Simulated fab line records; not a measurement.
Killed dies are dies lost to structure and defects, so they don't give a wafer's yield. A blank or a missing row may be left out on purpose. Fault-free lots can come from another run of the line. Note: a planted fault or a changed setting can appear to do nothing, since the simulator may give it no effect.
Matching of chambers :: flow gf180mcu :: rie diel-01 running GF_V4_ETCH_16: 4 sister chambers
The step etches BARC in N2/H2. 8 wafers are shown with their chamber, then 10 later ones without.

## WAFERS PAIRED WITH THEIR CHAMBERS
wafer: L084.1
chamber: 0
drypump motor current A (A): 5.79
oes product au (a.u.): 0.853

wafer: L084.3
chamber: 3
drypump motor current A (A): 5.71
oes product au (a.u.): 0.853

wafer: L084.4
chamber: 2
drypump motor current A (A): 6.04
oes product au (a.u.): 0.852

wafer: L085.1
chamber: 1
drypump motor current A (A): 6.06
oes product au (a.u.): 0.851

wafer: L085.2
chamber: 2
drypump motor current A (A): 6.05
oes product au (a.u.): 0.854

wafer: L085.3
chamber: 3
drypump motor current A (A): 5.71
oes product au (a.u.): 0.845

wafer: L085.4
chamber: 0
drypump motor current A (A): 5.75
oes product au (a.u.): 0.860

wafer: L085.5
chamber: 1
drypump motor current A (A): 6.03
oes product au (a.u.): 0.849

## WAFERS WHOSE CHAMBER IS MISSING
wafer: L085.6
drypump motor current A (A): 6.06
oes product au (a.u.): 0.853

wafer: L087.1
drypump motor current A (A): 6.03
oes product au (a.u.): 0.851

wafer: L087.3
drypump motor current A (A): 5.79
oes product au (a.u.): 0.852

wafer: L087.4
drypump motor current A (A): 6.06
oes product au (a.u.): 0.856

wafer: L095.1
drypump motor current A (A): 5.76
oes product au (a.u.): 0.854

wafer: L095.2
drypump motor current A (A): 6.04
oes product au (a.u.): 0.855

wafer: L095.3
drypump motor current A (A): 6.03
oes product au (a.u.): 0.858

wafer: L095.4
drypump motor current A (A): 5.73
oes product au (a.u.): 0.857

wafer: L095.5
drypump motor current A (A): 5.76
oes product au (a.u.): 0.850

wafer: L095.6
drypump motor current A (A): 5.73
oes product au (a.u.): 0.849

## THE CHAMBER EACH PASSED THROUGH
wafer: L085.6
from the rows above: can't be placed: 2 or 1
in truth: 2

wafer: L087.1
from the rows above: can't be placed: 1 or 2
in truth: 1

wafer: L087.3
from the rows above: 0
in truth: 0

wafer: L087.4
from the rows above: can't be placed: 2 or 1
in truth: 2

wafer: L095.1
from the rows above: 0
in truth: 0

wafer: L095.2
from the rows above: can't be placed: 2 or 1
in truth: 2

wafer: L095.3
from the rows above: can't be placed: 2 or 1
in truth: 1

wafer: L095.4
from the rows above: can't be placed: 0 or 3
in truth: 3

wafer: L095.5
from the rows above: can't be placed: 0 or 3
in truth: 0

wafer: L095.6
from the rows above: can't be placed: 3 or 0
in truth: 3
Placed correctly: 2 of 10. These rows do not allow placing 8 (true chamber among the candidates in 8). Wrongly placed: 0.
How it was worked out, from the rows above alone: a wafer's distance from a chamber is the root of the sum, over the readings, of the square of ((its reading less the chamber's mean) divided by the reading's scatter). The wafer belongs to the nearest chamber; if the next one is less than 2 further off, it can't be placed. The mean given for a chamber averages the wafers shown for that chamber. The scatter: take each reading less its chamber's mean, square it, sum over the shown wafers, divide by the number of wafers less the number of chambers, and take the root.
